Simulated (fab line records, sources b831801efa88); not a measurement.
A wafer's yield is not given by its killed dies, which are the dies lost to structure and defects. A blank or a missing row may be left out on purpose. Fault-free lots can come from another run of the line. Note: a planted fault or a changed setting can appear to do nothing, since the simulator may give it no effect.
fab line records	flow sky130
[record] lots = 24	wafers = 72	lastDay = 50
route steps=708 shown CONTACT@432 METAL2@500 VIA2@509 CAPM@541 VIA3@589 METAL4@631
lots untouched by any fault: they come from a run of this same line in which no faults occurred
startH: hours from the record's opening day to when the first of the lot's shown wafers began	waitH: how many hours have passed since the lot's step before this one	" same as the row above	L1.1+2: several wafers, shown together as one row	- either no value or no given start	* or withheld: withheld	< > ~ a bound
route shown NAME@n: NAME is a module with steps in the file, n the number in the route of the first one	usual: the fault-free wafers' mean and standard deviation	same: alike in all rows	chamber/n: place in a boat	sites: each site's reading	_std_site: the values' standard deviation	_edge_site: inner sites' mean taken away from outer sites' mean	radiusMm: for every site, how far away it sits from the centre of the wafer	mask NAME#n: copy n	behind: tool/chamber where the wafer was last shaped	hold: reason for holding the lot/hours on hold/outcome of the hold	device: the transistor (n, p or np) that didn't switch	end of line: the route-end tests of the same wafers	a step without rows: its recipe alone	killed: not the wafer's yield, but the dies lost to structure and defects at the first sort	map: shows each die of a wafer: x if killed, . if not, _ if none is there
set.NAME: the setting as run; set.NAME@STEP: as run at that earlier step	model.NAME: the simulator's own value behind a step, which no gauge read
one table for each step of the route and one row for each wafer, over a sample of lots
services: a tool's chamber out of use, with start hour (startH, from the record's first day; less than 0 if before it), hours out, and reason
[[steps]]
[step SKY_CONTACT_THK_MEAS_26]
[recipe] thkMeasGauge = xrf	reads = W_of_CONTACT_CVD_24
[usual] CONTACT_W_THK = 344/4.5
lot.wafer	tool	chamber	startH	waitH	CONTACT_W_THK[nm]
L075.2	filmMetro-01	-	756.15	0.1	340
L075.5	"	-	"	"	337
L075.6	"	-	"	"	335
L077.2	filmMetro-03	-	773.71	0.1	342
L077.3	"	-	"	"	343
L077.5	"	-	"	"	343
L074.3	filmMetro-01	-	774.00	0.1	341
L074.4	"	-	"	"	342
L074.5	"	-	"	"	340
L076.2	filmMetro-03	-	774.95	0.1	339
L076.3	"	-	"	"	341
L076.6	"	-	"	"	341
L078.1	filmMetro-02	-	776.11	0.1	340
L078.3	"	-	"	"	341
L078.5	"	-	"	"	344
L079.2	filmMetro-01	-	778.35	0.1	344
L079.3	"	-	"	"	345
L079.4	"	-	"	"	344
L080.1	filmMetro-02	-	784.04	0.1	344
L080.3	"	-	"	"	345
L080.6	"	-	"	"	353
L081.3	filmMetro-02	-	792.80	0.1	338
L081.4	"	-	"	"	337
L081.6	"	-	"	"	337
L082.1	filmMetro-03	-	804.56	0.1	345
L082.2	"	-	"	"	342
L082.5	"	-	"	"	343
L084.2	filmMetro-02	-	815.71	0.1	354
L084.4	"	-	"	"	348
L084.6	"	-	"	"	348
L083.3	filmMetro-03	-	817.97	0.1	338
L083.4	"	-	"	"	338
L083.6	"	-	"	"	338
L085.2	filmMetro-02	-	819.93	0.1	346
L085.3	"	-	"	"	346
L085.6	"	-	"	"	342
L086.2	filmMetro-02	-	842.83	0.1	342
L086.4	"	-	"	"	347
L086.6	"	-	"	"	342
L088.1	filmMetro-02	-	861.49	0.1	348
L088.2	"	-	"	"	358
L088.3	"	-	"	"	348
L087.1	filmMetro-03	-	868.14	0.1	346
L087.2	"	-	"	"	347
L087.4	"	-	"	"	342
L090.1	filmMetro-03	-	872.57	0.1	349
L090.3	"	-	"	"	349
L090.5	"	-	"	"	350
L089.2	filmMetro-01	-	874.69	0.1	341
L089.4	"	-	"	"	343
L089.6	"	-	"	"	345
L092.1	filmMetro-03	-	880.69	0.1	343
L092.3	"	-	"	"	340
L092.4	"	-	"	"	341
L091.1	filmMetro-03	-	885.43	0.1	350
L091.2	"	-	"	"	348
L091.4	"	-	"	"	347
L093.1	filmMetro-01	-	890.36	0.1	336
L093.3	"	-	"	"	336
L093.6	"	-	"	"	343
L094.2	filmMetro-03	-	897.40	0.1	350
L094.3	"	-	"	"	350
L094.6	"	-	"	"	350
L095.3	filmMetro-02	-	908.71	0.1	347
L095.4	"	-	"	"	349
L095.5	"	-	"	"	344
L096.1	filmMetro-03	-	912.65	0.1	346
L096.2	"	-	"	"	344
L096.5	"	-	"	"	350
L097.1	filmMetro-02	-	917.79	0.1	345
L097.2	"	-	"	"	345
L097.6	"	-	"	"	345
[step SKY_METAL2_DESCUM_17]
[recipe] chemistry = O2	sourcePowerW = 150	biasPowerW = 0	pressureMtorr = 10	tempC = 40	timeS = 8
[usual] drypumpMotorCurrentA = 5.7/0.46	oesProductAu = 1.001/0.016	tempC = 39.98/0.11
[same] biasPowerW = 0
lot.wafer	tool	chamber	startH	waitH	drypumpMotorCurrentA	oesProductAu	rfHoursCounterH	tempC
L075.2	rieMetal-01	1	838.47	0.0	5.5	1.000	6	39.78
L075.5	"	1	"	"	5.5	1.003	-	39.86
L075.6	"	0	"	"	6.0	0.999	-	39.92
L077.2	rieMetal-01	0	856.26	0.0	6.0	1.007	10	40.06
L077.3	"	0	"	"	6.0	1.001	-	39.88
L077.5	"	0	"	"	6.0	1.002	-	40.17
L074.3	rieMetal-03	1	856.94	0.0	6.1	1.017	-	39.96
L074.4	"	1	"	"	6.1	1.013	-	40.13
L074.5	"	1	"	"	6.1	1.019	-	40.06
L076.2	rieMetal-04	1	857.27	0.0	6.0	1.021	9	39.87
L076.3	"	1	"	"	6.1	1.012	-	39.82
L076.6	"	1	"	"	6.0	1.015	-	40.16
L078.1	rieMetal-01	1	858.25	0.0	5.4	0.995	7	39.84
L078.3	"	1	"	"	5.5	0.995	-	39.98
L078.5	"	1	"	"	5.4	1.002	-	40.12
L079.2	rieMetal-01	0	861.45	0.0	6.0	0.997	10	39.94
L079.3	"	0	"	"	6.0	0.997	-	40.06
L079.4	"	1	"	"	5.5	0.999	-	40.02
L080.1	rieMetal-04	1	866.85	0.0	6.1	1.032	10	40.03
L080.3	"	1	"	"	6.1	1.023	-	40.02
L080.6	"	0	"	"	4.8	0.979	-	40.06
L081.3	rieMetal-04	1	874.38	0.0	6.0	1.018	-	40.07
L081.4	"	0	"	"	4.8	0.984	-	39.80
L081.6	"	1	"	"	6.0	1.019	-	40.10
L082.1	rieMetal-03	0	886.97	0.0	5.7	0.998	13	39.95
L082.2	"	1	"	"	6.1	1.017	5	39.94
L082.5	"	0	"	"	5.7	1.000	-	39.95
L084.2	rieMetal-03	0	897.61	0.0	5.7	0.978	14	39.87
L084.4	"	1	"	"	6.1	1.023	-	40.06
L084.6	"	0	"	"	5.7	0.997	-	39.73
L083.3	rieMetal-01	0	898.28	0.0	6.0	1.001	-	40.06
L083.4	"	1	"	"	5.4	0.989	-	40.09
L083.6	"	0	"	"	6.0	0.993	-	40.00
L085.2	rieMetal-03	1	901.06	0.0	6.1	1.008	5	39.82
L085.3	"	1	"	"	6.1	1.026	-	40.04
L085.6	"	1	"	"	6.1	1.014	-	39.86
L086.2	rieMetal-03	0	923.42	0.0	5.7	1.002	15	40.03
L086.4	"	0	"	"	5.7	0.992	-	39.87
L086.6	"	1	"	"	6.1	1.019	-	40.29
L088.1	rieMetal-04	1	940.97	0.0	6.0	1.015	12	39.87
L088.2	"	0	"	"	4.8	0.982	8	39.88
L088.3	"	0	"	"	4.8	0.984	-	39.80
L087.1	rieMetal-04	0	948.26	0.0	4.8	0.976	8	40.02
L087.2	"	1	"	"	6.1	0.998	12	39.89
L087.4	"	1	"	"	6.0	1.005	-	39.89
L090.1	rieMetal-03	1	953.11	0.0	6.1	1.024	8	40.00
L090.3	"	1	"	"	6.1	1.027	-	40.02
L090.5	"	1	"	"	6.1	1.028	-	40.01
L089.2	rieMetal-01	1	953.97	0.0	5.5	1.002	12	39.93
L089.4	"	1	"	"	5.4	0.988	-	40.03
L089.6	"	0	"	"	6.0	1.000	-	40.08
L092.1	rieMetal-03	0	961.25	0.0	5.7	1.014	17	40.00
L092.3	"	1	"	"	6.1	1.026	-	40.11
L092.4	"	0	"	"	5.7	0.999	-	39.90
L091.1	rieMetal-04	0	962.72	0.0	4.8	0.979	9	39.89
L091.2	"	1	"	"	6.1	1.004	13	40.03
L091.4	"	1	"	"	6.1	1.010	-	40.08
L093.1	rieMetal-04	1	968.57	0.0	6.1	1.001	13	40.01
L093.3	"	1	"	"	6.1	1.008	-	40.14
L093.6	"	1	"	"	6.1	1.008	-	40.16
L094.2	rieMetal-03	1	974.82	0.0	6.1	1.021	10	39.90
L094.3	"	0	"	"	5.7	0.990	-	40.00
L094.6	"	0	"	"	5.7	0.989	-	40.21
L095.3	rieMetal-03	0	985.93	0.0	5.7	0.992	-	39.92
L095.4	"	1	"	"	6.1	1.017	-	40.04
L095.5	"	0	"	"	5.7	0.980	-	39.91
L096.1	rieMetal-03	1	989.80	0.0	6.1	1.015	10	39.90
L096.2	"	0	"	"	5.7	0.997	19	40.04
L096.5	"	0	"	"	5.7	0.992	-	39.97
L097.1	rieMetal-04	1	994.22	0.0	6.0	1.010	15	40.05
L097.2	"	0	"	"	4.8	0.970	10	40.09
L097.6	"	0	"	"	4.8	0.988	-	39.86
[step SKY_VIA2_CMP_02]
[recipe] material = SiO2	downForcePsi = 4	platenRpm = 60	padVelocityMS = 0.94248
[usual] motorCurrentA = 12.4/1.6
lot.wafer	tool	chamber	startH	waitH	motorCurrentA
L075.2	cmp-02	1	839.68	0.2	12.6
L075.6	"	2	"	"	14.8
L075.5	"	3	"	"	10.1
L077.3	cmp-02	0	857.23	0.0	10.6
L077.2	"	1	"	"	12.1
L077.5	"	0	"	"	10.8
L074.3	cmp-01	3	858.12	0.1	12.1
L074.4	"	1	"	"	14.1
L074.5	"	3	"	"	12.6
L076.2	cmp-02	2	858.34	0.1	14.7
L076.3	"	3	"	"	10.6
L076.6	"	1	"	"	12.4
L078.3	cmp-01	0	859.22	0.0	12.9
L078.1	"	3	"	"	12.6
L078.5	"	1	"	"	14.1
L079.4	cmp-02	2	862.45	0.0	14.7
L079.2	"	3	"	"	10.3
L079.3	"	1	"	"	12.7
L080.3	cmp-02	3	867.85	0.0	10.0
L080.1	"	1	"	"	12.9
L080.6	"	3	"	"	10.3
L081.3	cmp-01	0	875.39	0.1	12.6
L081.4	"	1	"	"	14.9
L081.6	"	3	"	"	12.8
L082.2	cmp-02	2	887.94	0.0	14.2
L082.1	"	3	"	"	10.0
L082.5	"	2	"	"	13.9
L084.2	cmp-02	1	898.66	0.1	13.1
L084.4	"	3	"	"	9.8
L084.6	"	0	"	"	10.5
L083.4	cmp-01	1	899.26	0.0	13.5
L083.3	"	0	"	"	13.0
L083.6	"	2	"	"	12.3
L085.2	cmp-02	1	902.03	0.0	12.7
L085.3	"	3	"	"	9.9
L085.6	"	2	"	"	15.3
L086.4	cmp-02	3	925.00	0.1	10.1
L086.2	"	0	"	"	10.6
L086.6	"	2	"	"	15.0
L088.2	cmp-01	1	941.94	0.0	14.5
L088.3	"	2	"	"	12.0
L088.1	"	0	"	"	12.7
L087.2	cmp-02	1	949.24	0.0	13.0
L087.4	"	2	"	"	14.2
L087.1	"	3	"	"	10.6
L090.3	cmp-02	2	954.14	0.1	14.4
L090.1	"	0	"	"	10.7
L090.5	"	2	"	"	13.9
L089.4	cmp-01	1	954.94	0.0	14.2
L089.2	"	0	"	"	12.7
L089.6	"	2	"	"	12.5
L092.3	cmp-02	1	962.41	0.0	13.4
L092.1	"	3	"	"	9.9
L092.4	"	0	"	"	10.0
L091.1	cmp-01	0	963.75	0.1	12.6
L091.4	"	1	"	"	14.5
L091.2	"	2	"	"	12.7
L093.1	cmp-01	1	969.59	0.1	14.4
L093.3	"	2	"	"	12.9
L093.6	"	1	"	"	14.2
L094.3	cmp-02	3	975.82	0.0	9.7
L094.2	"	0	"	"	10.4
L094.6	"	0	"	"	11.3
L095.3	cmp-02	2	986.88	0.0	14.3
L095.4	"	3	"	"	9.6
L095.5	"	3	"	"	10.4
L096.2	cmp-02	3	990.76	0.0	10.3
L096.1	"	0	"	"	10.4
L096.5	"	3	"	"	10.5
L097.2	cmp-01	0	995.28	0.1	12.0
L097.1	"	2	"	"	11.6
L097.6	"	1	"	"	13.9
[step SKY_CAPM_THK_MEAS_04]
[recipe] thkMeasGauge = xrf	reads = TiN_of_CAPM_SPUTTER_02
[usual] CAPM_TIN_THK = 198.5/2.6
lot.wafer	tool	chamber	startH	waitH	CAPM_TIN_THK[nm]
L075.2	filmMetro-04	-	868.28	0.1	198.8
L075.5	"	-	"	"	198.3
L075.6	"	-	"	"	199.9
L077.2	filmMetro-02	-	885.27	0.1	197.0
L077.3	"	-	"	"	195.3
L077.5	"	-	"	"	195.3
L074.3	filmMetro-03	-	886.12	0.1	197.7
L074.4	"	-	"	"	196.3
L074.5	"	-	"	"	196.5
L076.2	filmMetro-03	-	886.46	0.1	199.6
L076.3	"	-	"	"	198.0
L076.6	"	-	"	"	197.4
L078.1	filmMetro-04	-	887.39	0.1	198.0
L078.3	"	-	"	"	195.4
L078.5	"	-	"	"	200.9
L079.2	filmMetro-03	-	891.00	0.1	194.0
L079.3	"	-	"	"	199.7
L079.4	"	-	"	"	195.2
L080.1	filmMetro-03	-	895.95	0.1	200.8
L080.3	"	-	"	"	195.2
L080.6	"	-	"	"	195.2
L081.3	filmMetro-03	-	903.49	0.1	194.7
L081.4	"	-	"	"	196.8
L081.6	"	-	"	"	196.2
L082.1	filmMetro-03	-	915.40	0.1	198.5
L082.2	"	-	"	"	204.1
L082.5	"	-	"	"	198.0
L084.2	filmMetro-04	-	925.99	0.1	196.9
L084.4	"	-	"	"	201.2
L084.6	"	-	"	"	198.1
L083.3	filmMetro-03	-	926.84	0.1	203.1
L083.4	"	-	"	"	196.0
L083.6	"	-	"	"	197.0
L085.2	filmMetro-04	-	929.31	0.1	200.5
L085.3	"	-	"	"	200.6
L085.6	"	-	"	"	198.5
L086.2	filmMetro-02	-	951.88	0.1	198.5
L086.4	"	-	"	"	199.7
L086.6	"	-	"	"	200.0
L088.1	filmMetro-04	-	968.75	0.1	198.5
L088.2	"	-	"	"	203.0
L088.3	"	-	"	"	200.9
L087.1	filmMetro-02	-	974.95	0.1	200.0
L087.2	"	-	"	"	194.3
L087.4	"	-	"	"	195.6
L090.1	filmMetro-02	-	980.09	0.1	195.4
L090.3	"	-	"	"	201.2
L090.5	"	-	"	"	194.2
L089.2	filmMetro-04	-	981.67	0.1	202.4
L089.4	"	-	"	"	203.1
L089.6	"	-	"	"	200.6
L092.1	filmMetro-02	-	987.71	0.1	198.3
L092.3	"	-	"	"	199.5
L092.4	"	-	"	"	199.4
L091.1	filmMetro-02	-	990.54	0.1	195.9
L091.2	"	-	"	"	196.9
L091.4	"	-	"	"	198.7
L093.1	filmMetro-04	-	995.14	0.1	197.5
L093.3	"	-	"	"	200.4
L093.6	"	-	"	"	195.6
L094.2	filmMetro-04	-	1001.75	0.1	200.3
L094.3	"	-	"	"	199.7
L094.6	"	-	"	"	198.6
L095.3	filmMetro-04	-	1011.94	0.1	197.8
L095.4	"	-	"	"	201.1
L095.5	"	-	"	"	199.0
L096.1	filmMetro-04	-	1016.61	0.1	200.0
L096.2	"	-	"	"	201.1
L096.5	"	-	"	"	202.3
L097.1	filmMetro-03	-	1021.10	0.1	200.0
L097.2	"	-	"	"	194.7
L097.6	"	-	"	"	199.7
[step SKY_VIA3_STRIP_16]
[recipe] chemistry = O2/N2	powerW = 1400	pressureMtorr = 1500	platenTempC = withheld	o2FlowSccm = 3000	n2FlowSccm = 300	overashFraction = 0.5
[usual] drypumpMotorCurrentA = 5.5/0.42	oesProductAu = 0.402/0.0044	stripTimeToEndpointS = 4.15/0.038
lot.wafer	tool	chamber	startH	waitH	drypumpMotorCurrentA	oesProductAu	rfHoursCounterH	stripTimeToEndpointS
L075.2	plasmaAsher-04	0	946.30	0.0	5.7	0.389	79	4.14
L075.5	"	1	"	"	5.1	0.402	-	4.15
L075.6	"	0	"	"	5.6	0.402	-	4.21
L077.2	plasmaAsher-02	1	961.72	0.0	5.4	0.403	114	4.18
L077.3	"	1	"	"	5.4	0.398	-	4.14
L077.5	"	1	"	"	5.4	0.401	-	4.12
L074.3	plasmaAsher-04	0	962.51	0.1	5.7	0.398	-	4.16
L074.4	"	1	"	"	5.1	0.393	-	4.20
L074.5	"	0	"	"	5.7	0.407	-	4.23
L076.2	plasmaAsher-04	1	963.65	0.0	5.1	0.395	81	4.12
L076.3	"	0	"	"	5.7	0.401	-	4.14
L076.6	"	0	"	"	5.7	0.401	-	4.10
L078.1	plasmaAsher-01	1	965.18	0.0	5.8	0.400	53	4.18
L078.3	"	1	"	"	5.8	0.401	-	4.19
L078.5	"	0	"	"	4.9	0.407	-	4.18
L079.2	plasmaAsher-04	0	966.12	0.0	5.7	0.398	81	4.19
L079.3	"	0	"	"	5.7	0.395	-	4.05
L079.4	"	1	"	"	5.0	0.397	-	4.12
L080.1	plasmaAsher-01	1	972.00	0.0	5.8	0.401	54	4.15
L080.3	"	0	"	"	4.9	0.399	-	4.06
L080.6	"	1	"	"	5.8	0.402	-	4.14
L081.3	plasmaAsher-01	0	980.01	0.1	5.0	0.401	-	4.18
L081.4	"	1	"	"	5.8	0.404	-	4.15
L081.6	"	0	"	"	4.9	0.408	-	4.17
L082.1	plasmaAsher-01	0	991.28	0.0	4.9	0.405	56	4.14
L082.2	"	1	"	"	5.8	0.405	56	4.15
L082.5	"	0	"	"	4.9	0.409	-	4.14
L084.2	plasmaAsher-01	0	1000.23	0.0	4.9	0.405	57	4.15
L084.4	"	0	"	"	4.9	0.391	-	4.07
L084.6	"	0	"	"	4.9	0.408	-	4.15
L083.3	plasmaAsher-02	1	1001.41	0.1	5.4	0.404	-	4.21
L083.4	"	0	"	"	6.0	0.405	-	4.20
L083.6	"	0	"	"	6.0	0.404	-	4.17
L085.2	plasmaAsher-02	1	1003.58	0.0	5.4	0.399	118	4.07
L085.3	"	0	"	"	6.0	0.409	-	4.13
L085.6	"	1	"	"	5.4	0.409	-	4.04
L086.2	plasmaAsher-02	1	1025.43	0.0	5.4	0.390	120	4.06
L086.4	"	1	"	"	5.4	0.404	-	4.13
L086.6	"	1	"	"	5.4	0.398	-	4.09
L088.1	plasmaAsher-01	1	1040.77	0.0	5.8	0.414	60	4.18
L088.2	"	0	"	"	4.9	0.401	60	4.19
L088.3	"	1	"	"	5.8	0.401	-	4.16
L087.1	plasmaAsher-01	0	1046.82	0.0	4.9	0.400	61	4.15
L087.2	"	1	"	"	5.8	0.400	61	4.14
L087.4	"	0	"	"	4.9	0.404	-	4.19
L090.1	plasmaAsher-02	1	1052.12	0.0	5.4	0.393	122	4.21
L090.3	"	1	"	"	5.4	0.405	-	4.14
L090.5	"	1	"	"	5.4	0.407	-	4.12
L089.2	plasmaAsher-01	0	1054.63	0.0	4.9	0.410	62	4.21
L089.4	"	0	"	"	4.9	0.404	-	4.17
L089.6	"	0	"	"	4.9	0.404	-	4.22
L092.1	plasmaAsher-01	0	1058.27	0.0	4.9	0.401	62	4.12
L092.3	"	0	"	"	4.9	0.398	-	4.11
L092.4	"	1	"	"	5.8	0.403	-	4.14
L091.1	plasmaAsher-01	0	1062.77	0.0	4.9	0.404	63	4.18
L091.2	"	1	"	"	5.8	0.405	63	4.17
L091.4	"	0	"	"	4.9	0.399	-	4.19
L093.1	plasmaAsher-02	0	1065.80	0.0	6.0	0.401	0	4.13
L093.3	"	0	"	"	6.0	0.402	-	4.14
L093.6	"	1	"	"	5.4	0.404	-	4.12
L094.2	plasmaAsher-02	0	1073.22	0.0	6.0	0.403	1	4.18
L094.3	"	1	"	"	5.4	0.401	-	4.16
L094.6	"	0	"	"	6.0	0.401	-	4.13
L095.3	plasmaAsher-01	1	1081.60	0.1	5.8	0.397	-	4.15
L095.4	"	0	"	"	4.9	0.406	-	4.16
L095.5	"	0	"	"	4.9	0.407	-	4.18
L096.1	plasmaAsher-01	0	1088.22	0.0	4.9	0.403	65	4.14
L096.2	"	1	"	"	5.8	0.405	65	4.08
L096.5	"	1	"	"	5.8	0.399	-	4.11
L097.1	plasmaAsher-01	0	1092.20	0.0	4.9	0.398	66	4.18
L097.2	"	1	"	"	5.8	0.410	66	4.16
L097.6	"	0	"	"	5.0	0.410	-	4.19
[step SKY_METAL4_DESCUM_15]
[recipe] chemistry = O2	sourcePowerW = 150	biasPowerW = 0	pressureMtorr = 10	tempC = 40	timeS = 8
[usual] drypumpMotorCurrentA = 5.7/0.46	oesProductAu = 1.004/0.014	tempC = 39.97/0.11
[same] biasPowerW = 0
lot.wafer	tool	chamber	startH	waitH	drypumpMotorCurrentA	oesProductAu	rfHoursCounterH	tempC
L075.2	rieMetal-04	1	996.30	0.0	6.1	1.009	15	39.74
L075.5	"	0	"	"	4.8	0.977	-	39.86
L075.6	"	1	"	"	6.1	1.014	-	40.05
L077.2	rieMetal-03	1	1011.90	0.0	6.1	1.018	12	40.08
L077.3	"	1	"	"	6.1	1.018	-	40.01
L077.5	"	0	"	"	5.7	0.989	-	39.84
L074.3	rieMetal-01	1	1012.33	0.0	5.5	0.990	-	40.02
L074.4	"	0	"	"	6.0	1.008	-	40.08
L074.5	"	0	"	"	6.0	1.000	-	40.04
L076.2	rieMetal-04	0	1013.47	0.0	4.8	0.976	11	39.87
L076.3	"	0	"	"	4.8	0.983	-	40.00
L076.6	"	0	"	"	4.8	0.983	-	39.80
L078.1	rieMetal-03	1	1014.60	0.0	6.1	1.012	12	39.97
L078.3	"	0	"	"	5.7	0.991	-	39.89
L078.5	"	0	"	"	5.7	0.973	-	40.12
L079.2	rieMetal-03	1	1015.30	0.0	6.1	1.020	12	39.88
L079.3	"	0	"	"	5.7	0.993	-	40.00
L079.4	"	1	"	"	6.1	1.016	-	40.02
L080.1	rieMetal-03	1	1021.95	0.0	6.1	1.014	13	39.99
L080.3	"	1	"	"	6.1	1.019	-	39.78
L080.6	"	1	"	"	6.1	1.018	-	40.02
L081.3	rieMetal-04	0	1029.66	0.0	4.8	0.991	-	39.87
L081.4	"	1	"	"	6.1	1.018	-	39.99
L081.6	"	0	"	"	4.8	0.993	-	39.92
L082.1	rieMetal-01	1	1039.65	0.0	5.5	1.003	17	40.09
L082.2	"	0	"	"	6.0	1.000	20	40.03
L082.5	"	1	"	"	5.5	0.991	-	40.06
L084.2	rieMetal-04	1	1048.01	0.0	6.1	1.012	18	39.92
L084.4	"	0	"	"	4.8	0.983	-	39.87
L084.6	"	0	"	"	4.8	0.983	-	39.98
L083.3	rieMetal-03	0	1049.93	0.0	5.7	0.986	-	40.03
L083.4	"	1	"	"	6.1	1.025	-	39.72
L083.6	"	1	"	"	6.1	1.019	-	39.86
L085.2	rieMetal-03	1	1051.67	0.0	6.1	1.013	16	39.83
L085.3	"	1	"	"	6.1	1.014	-	39.90
L085.6	"	0	"	"	5.7	0.990	-	40.11
L086.2	rieMetal-03	1	1072.60	0.0	6.1	1.015	17	39.95
L086.4	"	1	"	"	6.1	1.027	-	40.03
L086.6	"	1	"	"	6.1	1.021	-	39.90
L088.1	rieMetal-04	1	1088.26	0.0	6.0	1.020	20	39.95
L088.2	"	0	"	"	4.8	0.992	17	40.07
L088.3	"	1	"	"	6.0	1.022	-	39.97
L087.1	rieMetal-04	0	1092.45	0.0	4.8	0.991	17	39.83
L087.2	"	1	"	"	6.0	1.016	20	39.96
L087.4	"	1	"	"	6.1	1.005	-	40.12
L090.1	rieMetal-03	1	1099.06	0.0	6.1	1.018	19	40.11
L090.3	"	1	"	"	6.1	1.028	-	40.06
L090.5	"	0	"	"	5.7	0.996	-	40.11
L089.2	rieMetal-01	0	1101.65	0.0	6.0	1.007	24	40.03
L089.4	"	0	"	"	6.0	1.019	-	39.81
L089.6	"	0	"	"	6.0	1.009	-	39.93
L092.1	rieMetal-04	0	1104.05	0.0	4.9	0.988	19	39.92
L092.3	"	1	"	"	6.0	1.004	-	39.95
L092.4	"	0	"	"	4.9	0.985	-	39.93
L091.1	rieMetal-04	1	1109.01	0.0	6.1	1.018	22	39.79
L091.2	"	0	"	"	4.8	0.991	19	40.14
L091.4	"	1	"	"	6.1	1.019	-	39.84
L093.1	rieMetal-01	1	1109.96	0.0	5.5	1.007	22	39.89
L093.3	"	0	"	"	6.0	1.009	-	40.07
L093.6	"	1	"	"	5.5	1.002	-	39.98
L094.2	rieMetal-03	1	1117.90	0.0	6.1	1.020	20	40.08
L094.3	"	1	"	"	6.1	1.016	-	40.09
L094.6	"	0	"	"	5.7	0.985	-	40.28
L095.3	rieMetal-03	0	1125.43	0.0	5.7	0.994	-	39.95
L095.4	"	1	"	"	6.1	1.026	-	40.00
L095.5	"	0	"	"	5.7	0.995	-	39.97
L096.1	rieMetal-01	1	1131.81	0.0	5.5	1.008	23	40.04
L096.2	"	0	"	"	6.0	0.991	26	39.92
L096.5	"	1	"	"	5.4	1.006	-	40.13
L097.1	rieMetal-04	1	1134.36	0.0	6.0	1.004	25	39.98
L097.2	"	1	"	"	6.0	1.016	-	40.13
L097.6	"	1	"	"	6.0	1.016	-	40.06
[[services]]
tool	chamber	startH	hours	kind
plasmaAsher-02	-	815.24	0.8	repair
cmp-01	-	816.18	3.3	repair
cmp-01	-	819.44	6.5	pm
plasmaAsher-02	-	829.63	14.6	pm
cmp-01	-	851.39	2.0	repair
rieMetal-03	0	854.71	9.5	repair
cmp-02	-	877.33	2.5	pm
cmp-02	-	880.20	1.4	repair
plasmaAsher-01	-	909.16	2.8	pm
cmp-01	-	912.03	4.0	pm
rieMetal-04	-	917.49	14.6	pm
cmp-02	-	922.39	1.6	repair
rieMetal-03	-	950.58	0.7	repair
cmp-02	-	972.86	1.5	repair
plasmaAsher-02	-	981.88	1.0	repair
cmp-01	-	987.77	7.2	pm
rieMetal-04	1	1034.51	11.9	repair
plasmaAsher-02	-	1035.77	0.6	repair
plasmaAsher-02	-	1055.25	9.0	pm
rieMetal-01	0	1069.15	2.4	repair
rieMetal-03	-	1079.78	1.6	repair
cmp-02	-	1084.22	4.0	pm
plasmaAsher-01	-	1103.47	2.3	repair
rieMetal-04	0	1113.79	25.7	repair
[[key]]
fault none
